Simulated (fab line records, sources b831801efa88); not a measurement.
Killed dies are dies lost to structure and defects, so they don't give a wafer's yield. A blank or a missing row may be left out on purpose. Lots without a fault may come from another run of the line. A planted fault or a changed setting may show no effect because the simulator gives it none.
Which tool did it? | flow sfq_line | 14 lots, 42 wafers sampled, at 1 step of a route of 325

WHAT THE GAUGES READ, wafer by wafer
The record holds no reading of a measuring or inspecting step that can be judged against a usual standard deviation.

WHICH TOOL RAN EACH LOT (tool, then ch and the chambers of the sampled wafers, then the start)
lot  | SFQ_TRILAYER_I0_VIA_BARC_OPEN_VIA_ETCH_046
L944 | rie_diel-02 ch 0,1,2, day 16 09:42
L945 | rie_diel-02 ch 0,2,3, day 16 20:30
L946 | rie_diel-01 ch 2,3, day 17 11:01
L947 | rie_diel-02 ch 1,2,3, day 18 06:13
L948 | rie_diel-02 ch 0,1,2, day 18 19:25
L949 | rie_diel-02 ch 0,1,3, day 19 00:13
L951 | rie_diel-02 ch 0,1,2, day 19 18:13
L953 | rie_diel-04 ch 2,3, day 20 22:52
L959 | rie_diel-02 ch 1,2, day 22 11:20
L960 | rie_diel-01 ch 0,1, day 22 12:32
L961 | rie_diel-04 ch 0,1,2, day 22 13:44
L964 | rie_diel-02 ch 0,2,3, day 22 17:20
L965 | rie_diel-01 ch 0,2,3, day 22 18:33
L966 | rie_diel-04 ch 1,2, day 22 19:44
- SFQ_TRILAYER_I0_VIA_BARC_OPEN_VIA_ETCH_046: etches BARC in O2, target depth 125 nm, time 41.7 s.

WHAT THE TOOLS THEMSELVES READ (means of the sampled wafers that have a number; where no wafer has one, the mark that the record gives instead)
SFQ_TRILAYER_I0_VIA_BARC_OPEN_VIA_ETCH_046. Usual: chamber_pressure_mTorr 29.999 mTorr, standard deviation 0.026; drypump_motor_current_A 5.7 A, standard deviation 0.44; oes_product_au 0.686 a.u., standard deviation 0.0043; run_length_s 70.0 s, standard deviation 0.45.
lot  | tool        | chamber_pressure_mTorr (mTorr) | drypump_motor_current_A (A) | oes_product_au (a.u.) | run_length_s (s) | flag
L944 | rie_diel-02 | 30.003                         | 5.8                         | 0.687                 | 70.2             |
L945 | rie_diel-02 | 30.034                         | 5.9                         | 0.687                 | 69.9             |
L946 | rie_diel-01 | 29.997                         | 5.1                         | 0.687                 | 69.7             |
L947 | rie_diel-02 | 30.005                         | 5.7                         | 0.682                 | 70.1             |
L948 | rie_diel-02 | 29.995                         | 5.8                         | 0.686                 | 70.0             |
L949 | rie_diel-02 | 30.009                         | 5.9                         | 0.691                 | 69.4             |
L951 | rie_diel-02 | 29.975                         | 5.8                         | 0.695                 | 69.5             |
L953 | rie_diel-04 | 30.009                         | 5.9                         | 0.687                 | 70.4             |
L959 | rie_diel-02 | 29.997                         | 5.6                         | 0.683                 | 70.3             |
L960 | rie_diel-01 | 30.000                         | 5.3                         | 0.689                 | 70.5             |
L961 | rie_diel-04 | 30.010                         | 5.7                         | 0.681                 | 69.6             |
L964 | rie_diel-02 | 29.975                         | 5.9                         | 0.686                 | 69.7             |
L965 | rie_diel-01 | 30.017                         | 5.3                         | 0.684                 | 69.9             |
L966 | rie_diel-04 | 30.021                         | 5.4                         | 0.686                 | 69.6             |

THE ANSWER, worked out from the rows above alone
Rule: a lot is off if the mean of its wafers that have a number lies more than 3 standard deviations from the usual mean. A lot without any number at a reading at which 4 lots or more have one is off too. The other lots that the step has rows for count as sound. The gauges are gone through in route order, then the tools' own readings, and for those a lot's mean is taken as printed above. The first step at which some lot is off is used, and at that step the reading that is off furthest; a lot without a number counts as furthest.
No lot is off at any reading shown: from this, nothing can be told.

WHAT THE SIMULATOR HAD PUT IN
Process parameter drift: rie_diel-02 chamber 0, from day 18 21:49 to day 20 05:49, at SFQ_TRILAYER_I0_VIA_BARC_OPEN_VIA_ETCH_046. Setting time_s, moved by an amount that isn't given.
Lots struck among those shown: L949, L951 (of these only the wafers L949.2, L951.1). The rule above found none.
